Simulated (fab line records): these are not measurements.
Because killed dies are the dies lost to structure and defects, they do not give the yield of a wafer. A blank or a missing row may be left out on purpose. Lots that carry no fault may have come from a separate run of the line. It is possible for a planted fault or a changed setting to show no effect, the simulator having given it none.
fab line records / flow sfq_line
record: lots: 5 wafers: 14 last_day: 92
route steps=325 shown M3@122 I3@133
lots that met no fault: taken from a fault-free run of the same line
start_h: hours from the record's opening day to when the first of the lot's shown wafers began / wait_h: hours since the lot's step before / " repeats the value in the row above / L1.1+2: a single row standing in for several wafers / - either no value or no given start / * or withheld: withheld / < > ~ a bound
route shown NAME@n: NAME is a module with steps in the file, n the number in the route of the first one / usual: mean/standard deviation of fault-free wafers / same: alike in all rows / chamber/n: place in a boat / sites: per-site readings / _std_site: standard deviation across them / _edge_site: inner sites' mean taken away from outer sites' mean / radius_mm: how far each site lies from the wafer's centre / mask NAME#n: copy n / behind: the last tool/chamber to shape the wafer / hold: why the lot went on hold/how many hours it stayed there/how the hold came to an end / device: which transistor (n, p or np) failed to switch / end of line: tests run on the same wafers once the route is complete / a step given without rows: its recipe and nothing more / killed: dies lost to structure and defects at the first sort, not the wafer's yield / map: shows each die of a wafer: x if killed, . if not, _ if none is there
set.NAME: the setting as run; set.NAME@STEP: as run at that earlier step / model.NAME: the simulator's own value behind a step, which no gauge read
lots at selected steps of the route; one table per step, one row per wafer
services: the hour from which a tool's chamber was out of use, counted from the record's first day as start_h (under 0 if before that day), plus the number of hours and why
== steps ==
step: SFQ_TRILAYER_M3_LITHO_COAT_080
recipe: resist: BARC spin_rpm: 3000 resist_thk_nm: 62
step: SFQ_TRILAYER_M3_LITHO_COAT_075
recipe: resist: KrF spin_rpm: 3000 resist_thk_nm: 600
step: SFQ_TRILAYER_M3_LITHO_SOFTBAKE_079
recipe: temp_c: withheld time_s: withheld resist: KrF
step: SFQ_TRILAYER_M3_LITHO_EXPOSE_076
recipe: mask_id: M3 na: 0.6 source_shape: conventional sigma_outer: 0.65 target_cd_nm: 500 dose_mj: 14.4
step: SFQ_TRILAYER_M3_LITHO_PEB_078
recipe: peb_temp_c: 115 peb_time_s: 60 resist: KrF
step: SFQ_TRILAYER_M3_LITHO_DEVELOP_077
recipe: time_s: 60 resist: KrF
step: SFQ_M3_OVL_MEAS_921
usual: M3_OVL: -1/6
lot.wafer=L652.1 tool=overlay-02 chamber=- start_h=1213.59 wait_h=0.1 M3_OVL[nm]=4
lot.wafer=L652.4 tool=overlay-02 chamber=- start_h=1213.59 wait_h=0.1 M3_OVL[nm]=8
lot.wafer=L652.5 tool=overlay-02 chamber=- start_h=1213.59 wait_h=0.1 M3_OVL[nm]=6
lot.wafer=L654.1 tool=overlay-01 chamber=- start_h=1218.39 wait_h=0.1 M3_OVL[nm]=-5
lot.wafer=L654.2 tool=overlay-01 chamber=- start_h=1218.39 wait_h=0.1 M3_OVL[nm]=-4
lot.wafer=L654.5 tool=overlay-01 chamber=- start_h=1218.39 wait_h=0.1 M3_OVL[nm]=-9
lot.wafer=L661.2 tool=overlay-02 chamber=- start_h=1238.80 wait_h=0.1 M3_OVL[nm]=2
lot.wafer=L661.5 tool=overlay-02 chamber=- start_h=1238.80 wait_h=0.1 M3_OVL[nm]=3
lot.wafer=L662.1 tool=overlay-01 chamber=- start_h=1239.99 wait_h=0.1 M3_OVL[nm]=8
lot.wafer=L662.5 tool=overlay-01 chamber=- start_h=1239.99 wait_h=0.1 M3_OVL[nm]=7
lot.wafer=L662.6 tool=overlay-01 chamber=- start_h=1239.99 wait_h=0.1 M3_OVL[nm]=2
lot.wafer=L663.2 tool=overlay-01 chamber=- start_h=1242.40 wait_h=0.1 M3_OVL[nm]=-6
lot.wafer=L663.5 tool=overlay-01 chamber=- start_h=1242.40 wait_h=0.1 M3_OVL[nm]=-1
lot.wafer=L663.6 tool=overlay-01 chamber=- start_h=1242.40 wait_h=0.1 M3_OVL[nm]=-4
step: SFQ_TRILAYER_M3_BARC_OPEN_METAL_ETCH_100
recipe: mask_material: PR chemistry: O2 target_depth_nm: 125 target: BARC icp_w: 600 bias_w: 80 pressure_mtorr: 10 time_s: 41.7
usual: drypump_motor_current_A: 6.0/0.48 oes_product_au: 0.684/0.0044
lot.wafer=L652.1 tool=rie_metal-03 chamber=1 start_h=1213.63 wait_h=0.0 drypump_motor_current_A=5.8 oes_product_au=0.680 rf_hours_counter_h=25
lot.wafer=L652.4 tool=rie_metal-03 chamber=1 start_h=1213.63 wait_h=0.0 drypump_motor_current_A=5.7 oes_product_au=0.695 rf_hours_counter_h=-
lot.wafer=L652.5 tool=rie_metal-03 chamber=0 start_h=1213.63 wait_h=0.0 drypump_motor_current_A=6.6 oes_product_au=0.680 rf_hours_counter_h=-
lot.wafer=L654.1 tool=rie_metal-02 chamber=1 start_h=1218.43 wait_h=0.0 drypump_motor_current_A=5.9 oes_product_au=0.685 rf_hours_counter_h=11
lot.wafer=L654.2 tool=rie_metal-02 chamber=0 start_h=1218.43 wait_h=0.0 drypump_motor_current_A=6.2 oes_product_au=0.686 rf_hours_counter_h=51
lot.wafer=L654.5 tool=rie_metal-02 chamber=1 start_h=1218.43 wait_h=0.0 drypump_motor_current_A=5.9 oes_product_au=0.679 rf_hours_counter_h=-
lot.wafer=L661.2 tool=rie_metal-04 chamber=1 start_h=1238.83 wait_h=0.0 drypump_motor_current_A=5.2 oes_product_au=0.675 rf_hours_counter_h=31
lot.wafer=L661.5 tool=rie_metal-04 chamber=0 start_h=1238.83 wait_h=0.0 drypump_motor_current_A=6.4 oes_product_au=0.689 rf_hours_counter_h=-
lot.wafer=L662.1 tool=rie_metal-03 chamber=1 start_h=1240.03 wait_h=0.0 drypump_motor_current_A=5.7 oes_product_au=0.684 rf_hours_counter_h=28
lot.wafer=L662.5 tool=rie_metal-03 chamber=1 start_h=1240.03 wait_h=0.0 drypump_motor_current_A=5.7 oes_product_au=0.685 rf_hours_counter_h=-
lot.wafer=L662.6 tool=rie_metal-03 chamber=0 start_h=1240.03 wait_h=0.0 drypump_motor_current_A=6.6 oes_product_au=0.689 rf_hours_counter_h=-
lot.wafer=L663.2 tool=rie_metal-02 chamber=0 start_h=1242.43 wait_h=0.0 drypump_motor_current_A=6.3 oes_product_au=0.688 rf_hours_counter_h=54
lot.wafer=L663.5 tool=rie_metal-02 chamber=1 start_h=1242.43 wait_h=0.0 drypump_motor_current_A=5.9 oes_product_au=0.686 rf_hours_counter_h=-
lot.wafer=L663.6 tool=rie_metal-02 chamber=0 start_h=1242.43 wait_h=0.0 drypump_motor_current_A=6.2 oes_product_au=0.689 rf_hours_counter_h=-
step: SFQ_TRILAYER_M3_ETCH_METAL_ETCH_078
recipe: target: Nb stop_on: SiO2 mask_material: PR chemistry: Cl2/Ar target_depth_nm: 240 icp_w: 600 bias_w: 80 pressure_mtorr: 10 time_s: 120
usual: drypump_motor_current_A: 6.0/0.48 oes_product_au: 0.894/0.006
lot.wafer=L652.1 tool=rie_metal-03 chamber=1 start_h=1213.69 wait_h=0.0 drypump_motor_current_A=5.7 oes_product_au=0.894 rf_hours_counter_h=25
lot.wafer=L652.4 tool=rie_metal-03 chamber=1 start_h=1213.69 wait_h=0.0 drypump_motor_current_A=5.7 oes_product_au=0.897 rf_hours_counter_h=-
lot.wafer=L652.5 tool=rie_metal-03 chamber=0 start_h=1213.69 wait_h=0.0 drypump_motor_current_A=6.6 oes_product_au=0.905 rf_hours_counter_h=-
lot.wafer=L654.1 tool=rie_metal-02 chamber=1 start_h=1218.49 wait_h=0.0 drypump_motor_current_A=5.8 oes_product_au=0.892 rf_hours_counter_h=11
lot.wafer=L654.2 tool=rie_metal-02 chamber=0 start_h=1218.49 wait_h=0.0 drypump_motor_current_A=6.3 oes_product_au=0.886 rf_hours_counter_h=51
lot.wafer=L654.5 tool=rie_metal-02 chamber=1 start_h=1218.49 wait_h=0.0 drypump_motor_current_A=5.9 oes_product_au=0.899 rf_hours_counter_h=-
lot.wafer=L661.2 tool=rie_metal-04 chamber=1 start_h=1238.89 wait_h=0.0 drypump_motor_current_A=5.2 oes_product_au=0.899 rf_hours_counter_h=31
lot.wafer=L661.5 tool=rie_metal-04 chamber=0 start_h=1238.89 wait_h=0.0 drypump_motor_current_A=6.4 oes_product_au=0.905 rf_hours_counter_h=-
lot.wafer=L662.1 tool=rie_metal-03 chamber=1 start_h=1240.09 wait_h=0.0 drypump_motor_current_A=5.7 oes_product_au=0.901 rf_hours_counter_h=28
lot.wafer=L662.5 tool=rie_metal-03 chamber=1 start_h=1240.09 wait_h=0.0 drypump_motor_current_A=5.7 oes_product_au=0.904 rf_hours_counter_h=-
lot.wafer=L662.6 tool=rie_metal-03 chamber=0 start_h=1240.09 wait_h=0.0 drypump_motor_current_A=6.6 oes_product_au=0.893 rf_hours_counter_h=-
lot.wafer=L663.2 tool=rie_metal-02 chamber=0 start_h=1242.49 wait_h=0.0 drypump_motor_current_A=6.3 oes_product_au=0.899 rf_hours_counter_h=54
lot.wafer=L663.5 tool=rie_metal-02 chamber=1 start_h=1242.49 wait_h=0.0 drypump_motor_current_A=5.9 oes_product_au=0.892 rf_hours_counter_h=-
lot.wafer=L663.6 tool=rie_metal-02 chamber=0 start_h=1242.49 wait_h=0.0 drypump_motor_current_A=6.3 oes_product_au=0.904 rf_hours_counter_h=-
step: SFQ_TRILAYER_M3_STRIP_STRIP_079
recipe: gas: O2 power_w: 200 platen_temp_c: 40 overash_fraction: 0.65 chemistry: O2 pressure_mtorr: 50
usual: drypump_motor_current_A: 6.0/0.48 oes_product_au: 1.001/0.011
lot.wafer=L652.1 tool=rie_metal-03 chamber=1 start_h=1213.81 wait_h=0.1 drypump_motor_current_A=5.8 oes_product_au=0.992 rf_hours_counter_h=25
lot.wafer=L652.4 tool=rie_metal-03 chamber=1 start_h=1213.81 wait_h=0.1 drypump_motor_current_A=5.7 oes_product_au=0.999 rf_hours_counter_h=-
lot.wafer=L652.5 tool=rie_metal-03 chamber=0 start_h=1213.81 wait_h=0.1 drypump_motor_current_A=6.6 oes_product_au=0.992 rf_hours_counter_h=-
lot.wafer=L654.1 tool=rie_metal-02 chamber=1 start_h=1218.61 wait_h=0.1 drypump_motor_current_A=5.9 oes_product_au=0.992 rf_hours_counter_h=11
lot.wafer=L654.2 tool=rie_metal-02 chamber=0 start_h=1218.61 wait_h=0.1 drypump_motor_current_A=6.3 oes_product_au=1.010 rf_hours_counter_h=51
lot.wafer=L654.5 tool=rie_metal-02 chamber=1 start_h=1218.61 wait_h=0.1 drypump_motor_current_A=5.9 oes_product_au=1.002 rf_hours_counter_h=-
lot.wafer=L661.2 tool=rie_metal-04 chamber=1 start_h=1239.01 wait_h=0.1 drypump_motor_current_A=5.2 oes_product_au=1.020 rf_hours_counter_h=31
lot.wafer=L661.5 tool=rie_metal-04 chamber=0 start_h=1239.01 wait_h=0.1 drypump_motor_current_A=6.4 oes_product_au=1.001 rf_hours_counter_h=-
lot.wafer=L662.1 tool=rie_metal-03 chamber=1 start_h=1240.21 wait_h=0.1 drypump_motor_current_A=5.7 oes_product_au=0.997 rf_hours_counter_h=28
lot.wafer=L662.5 tool=rie_metal-03 chamber=1 start_h=1240.21 wait_h=0.1 drypump_motor_current_A=5.7 oes_product_au=1.002 rf_hours_counter_h=-
lot.wafer=L662.6 tool=rie_metal-03 chamber=0 start_h=1240.21 wait_h=0.1 drypump_motor_current_A=6.6 oes_product_au=0.988 rf_hours_counter_h=-
lot.wafer=L663.2 tool=rie_metal-02 chamber=0 start_h=1242.61 wait_h=0.1 drypump_motor_current_A=6.2 oes_product_au=1.003 rf_hours_counter_h=54
lot.wafer=L663.5 tool=rie_metal-02 chamber=1 start_h=1242.61 wait_h=0.1 drypump_motor_current_A=5.9 oes_product_au=1.003 rf_hours_counter_h=-
lot.wafer=L663.6 tool=rie_metal-02 chamber=0 start_h=1242.61 wait_h=0.1 drypump_motor_current_A=6.2 oes_product_au=1.006 rf_hours_counter_h=-
step: SFQ_TRILAYER_M3_STRIP_SOLV_CLEAN_080
recipe: chemistry: NMP temp_c: 70 time_s: 600
step: SFQ_TRILAYER_I3_DEP_PECVD_081
recipe: material: SiO2 temp_c: 150 time_s: 111.11 pressure_torr: 2.4 rf_w: 183.3 precursor: SiH4/N2O target_thk_nm: 500
usual: heater_power_w: 86/18 run_length_s: 139.3/0.52 showerhead_vpp_V: 845/28 throttle_valve_pct: 25.5/1.7
lot.wafer=L652.1 tool=pecvd-01 chamber=0 start_h=1214.59 wait_h=0.0 heater_power_w=88 run_length_s=139.2 showerhead_vpp_V=816 since_wet_clean_h=267 throttle_valve_pct=23.8 model.SiO2_of_TRILAYER_I3_DEP_PECVD_081.thk_nm=494.9
lot.wafer=L652.4 tool=pecvd-01 chamber=2 start_h=1214.59 wait_h=0.0 heater_power_w=65 run_length_s=139.2 showerhead_vpp_V=826 since_wet_clean_h=- throttle_valve_pct=24.8 model.SiO2_of_TRILAYER_I3_DEP_PECVD_081.thk_nm=498.5
lot.wafer=L652.5 tool=pecvd-01 chamber=1 start_h=1214.59 wait_h=0.0 heater_power_w=84 run_length_s=140.1 showerhead_vpp_V=807 since_wet_clean_h=- throttle_valve_pct=24.3 model.SiO2_of_TRILAYER_I3_DEP_PECVD_081.thk_nm=500.8
lot.wafer=L654.1 tool=pecvd-02 chamber=1 start_h=1219.39 wait_h=0.0 heater_power_w=88 run_length_s=138.4 showerhead_vpp_V=854 since_wet_clean_h=1381 throttle_valve_pct=24.6 model.SiO2_of_TRILAYER_I3_DEP_PECVD_081.thk_nm=497.6
lot.wafer=L654.2 tool=pecvd-02 chamber=0 start_h=1219.39 wait_h=0.0 heater_power_w=58 run_length_s=138.8 showerhead_vpp_V=846 since_wet_clean_h=1381 throttle_valve_pct=26.6 model.SiO2_of_TRILAYER_I3_DEP_PECVD_081.thk_nm=496.4
lot.wafer=L654.5 tool=pecvd-02 chamber=1 start_h=1219.39 wait_h=0.0 heater_power_w=92 run_length_s=138.8 showerhead_vpp_V=853 since_wet_clean_h=- throttle_valve_pct=24.7 model.SiO2_of_TRILAYER_I3_DEP_PECVD_081.thk_nm=499.8
lot.wafer=L661.2 tool=pecvd-02 chamber=0 start_h=1239.79 wait_h=0.0 heater_power_w=63 run_length_s=138.5 showerhead_vpp_V=840 since_wet_clean_h=1401 throttle_valve_pct=26.9 model.SiO2_of_TRILAYER_I3_DEP_PECVD_081.thk_nm=494.6
lot.wafer=L661.5 tool=pecvd-02 chamber=1 start_h=1239.79 wait_h=0.0 heater_power_w=88 run_length_s=171.3 showerhead_vpp_V=865 since_wet_clean_h=- throttle_valve_pct=24.7 model.SiO2_of_TRILAYER_I3_DEP_PECVD_081.thk_nm=649.1
lot.wafer=L662.1 tool=pecvd-01 chamber=1 start_h=1240.99 wait_h=0.0 heater_power_w=99 run_length_s=139.8 showerhead_vpp_V=817 since_wet_clean_h=294 throttle_valve_pct=24.4 model.SiO2_of_TRILAYER_I3_DEP_PECVD_081.thk_nm=498.1
lot.wafer=L662.5 tool=pecvd-01 chamber=2 start_h=1240.99 wait_h=0.0 heater_power_w=57 run_length_s=139.4 showerhead_vpp_V=823 since_wet_clean_h=- throttle_valve_pct=24.5 model.SiO2_of_TRILAYER_I3_DEP_PECVD_081.thk_nm=492.5
lot.wafer=L662.6 tool=pecvd-01 chamber=1 start_h=1240.99 wait_h=0.0 heater_power_w=99 run_length_s=140.7 showerhead_vpp_V=813 since_wet_clean_h=- throttle_valve_pct=24.5 model.SiO2_of_TRILAYER_I3_DEP_PECVD_081.thk_nm=499
lot.wafer=L663.2 tool=pecvd-03 chamber=0 start_h=1243.39 wait_h=0.0 heater_power_w=105 run_length_s=140.1 showerhead_vpp_V=838 since_wet_clean_h=1035 throttle_valve_pct=24.2 model.SiO2_of_TRILAYER_I3_DEP_PECVD_081.thk_nm=490.3
lot.wafer=L663.5 tool=pecvd-03 chamber=2 start_h=1243.39 wait_h=0.0 heater_power_w=83 run_length_s=139.9 showerhead_vpp_V=901 since_wet_clean_h=- throttle_valve_pct=28.2 model.SiO2_of_TRILAYER_I3_DEP_PECVD_081.thk_nm=502.6
lot.wafer=L663.6 tool=pecvd-03 chamber=1 start_h=1243.39 wait_h=0.0 heater_power_w=101 run_length_s=139.4 showerhead_vpp_V=848 since_wet_clean_h=- throttle_valve_pct=25.4 model.SiO2_of_TRILAYER_I3_DEP_PECVD_081.thk_nm=507.7
step: SFQ_TRILAYER_I3_CMP_CMP_082
recipe: material: SiO2 down_force_psi: 3 platen_rpm: 60 pad_velocity_m_s: 0.94248
usual: motor_current_A: 10.3/1.3 time_to_endpoint_s: 213/7.8
lot.wafer=L652.4 tool=cmp-02 chamber=2 start_h=1225.99 wait_h=11.3 motor_current_A=10.1 time_to_endpoint_s=214
lot.wafer=L652.1 tool=cmp-02 chamber=3 start_h=1225.99 wait_h=11.3 motor_current_A=10.2 time_to_endpoint_s=204
lot.wafer=L652.5 tool=cmp-02 chamber=1 start_h=1227.49 wait_h=12.8 motor_current_A=13.0 time_to_endpoint_s=216
lot.wafer=L654.1 tool=cmp-02 chamber=1 start_h=1232.49 wait_h=13.1 motor_current_A=13.2 time_to_endpoint_s=217
lot.wafer=L654.2 tool=cmp-02 chamber=2 start_h=1232.49 wait_h=13.1 motor_current_A=9.6 time_to_endpoint_s=208
lot.wafer=L654.5 tool=cmp-02 chamber=0 start_h=1233.99 wait_h=14.5 motor_current_A=8.9 time_to_endpoint_s=214
lot.wafer=L661.2 tool=cmp-01 chamber=0 start_h=1252.43 wait_h=12.6 motor_current_A=9.9 time_to_endpoint_s=201
lot.wafer=L661.5 tool=cmp-01 chamber=2 start_h=1253.43 wait_h=13.6 motor_current_A=9.8 time_to_endpoint_s=329
lot.wafer=L662.1 tool=cmp-01 chamber=2 start_h=1254.43 wait_h=13.4 motor_current_A=9.4 time_to_endpoint_s=224
lot.wafer=L662.5 tool=cmp-01 chamber=1 start_h=1255.93 wait_h=14.9 motor_current_A=10.3 time_to_endpoint_s=216
lot.wafer=L662.6 tool=cmp-01 chamber=2 start_h=1255.93 wait_h=14.9 motor_current_A=9.2 time_to_endpoint_s=220
lot.wafer=L663.2 tool=cmp-02 chamber=3 start_h=1255.49 wait_h=12.1 motor_current_A=10.3 time_to_endpoint_s=204
lot.wafer=L663.6 tool=cmp-02 chamber=3 start_h=1257.49 wait_h=14.0 motor_current_A=9.6 time_to_endpoint_s=215
lot.wafer=L663.5 tool=cmp-02 chamber=0 start_h=1257.49 wait_h=14.0 motor_current_A=8.2 time_to_endpoint_s=216
step: SFQ_I3_BOW_MEAS_922
recipe: mode: bow
usual: I3_BOW: 4/9.2
lot.wafer=L652.1 tool=film_metro-02 chamber=- start_h=1228.49 wait_h=1.5 I3_BOW[um]=10
lot.wafer=L652.4 tool=film_metro-02 chamber=- start_h=1228.49 wait_h=1.5 I3_BOW[um]=3
lot.wafer=L652.5 tool=film_metro-02 chamber=- start_h=1228.49 wait_h=1.5 I3_BOW[um]=3
lot.wafer=L654.1 tool=film_metro-02 chamber=- start_h=1234.49 wait_h=1.5 I3_BOW[um]=-13
lot.wafer=L654.2 tool=film_metro-02 chamber=- start_h=1234.49 wait_h=1.5 I3_BOW[um]=-1
lot.wafer=L654.5 tool=film_metro-02 chamber=- start_h=1234.49 wait_h=1.5 I3_BOW[um]=-7
lot.wafer=L661.2 tool=film_metro-04 chamber=- start_h=1253.95 wait_h=1.0 I3_BOW[um]=10
lot.wafer=L661.5 tool=film_metro-04 chamber=- start_h=1253.95 wait_h=1.0 I3_BOW[um]=3
lot.wafer=L662.1 tool=film_metro-04 chamber=- start_h=1256.93 wait_h=2.0 I3_BOW[um]=-7
lot.wafer=L662.5 tool=film_metro-04 chamber=- start_h=1256.93 wait_h=2.0 I3_BOW[um]=11
lot.wafer=L662.6 tool=film_metro-04 chamber=- start_h=1256.93 wait_h=2.0 I3_BOW[um]=4
lot.wafer=L663.2 tool=film_metro-01 chamber=- start_h=1258.51 wait_h=2.5 I3_BOW[um]=11
lot.wafer=L663.5 tool=film_metro-01 chamber=- start_h=1258.51 wait_h=2.5 I3_BOW[um]=-2
lot.wafer=L663.6 tool=film_metro-01 chamber=- start_h=1258.51 wait_h=2.5 I3_BOW[um]=-21
== services ==
tool=pecvd-02 chamber=1 start_h=1196.94 hours=4.8 kind=repair
tool=pecvd-02 chamber=1 start_h=1202.72 hours=5.7 kind=repair
tool=rie_metal-04 chamber=- start_h=1222.35 hours=2.8 kind=pm
tool=pecvd-01 chamber=- start_h=1228.16 hours=1.8 kind=repair
tool=cmp-01 chamber=- start_h=1229.80 hours=6.1 kind=pm
tool=rie_metal-04 chamber=1 start_h=1236.04 hours=1.1 kind=repair
tool=pecvd-01 chamber=- start_h=1257.65 hours=0.7 kind=repair
== key ==
first_sign: step: SFQ_TRILAYER_I3_DEP_PECVD_081 reading: run_length_s direction: up sigmas: 61 usual: * struck: *
effect: step: SFQ_TRILAYER_I3_CMP_CMP_082 reading: time_to_endpoint_s direction: up sigmas: 15 usual: * struck: *
model_effect: step: SFQ_TRILAYER_I3_DEP_PECVD_081 value: SiO2_of_TRILAYER_I3_DEP_PECVD_081.thk_nm without: 500.5 struck: 649.1
met_at SFQ_TRILAYER_I3_DEP_PECVD_081
struck_wafers L661.5
onset_between 1219.39 1239.79
fault: kind: process_parameter_drift tool: pecvd-02 chamber: - onset_h: 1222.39 steps: SFQ_TRILAYER_I3_DEP_PECVD_081 channel: time_s offset: * shape: step end_h: 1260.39 scope: struck_wafers_only acts_in: * stated: *
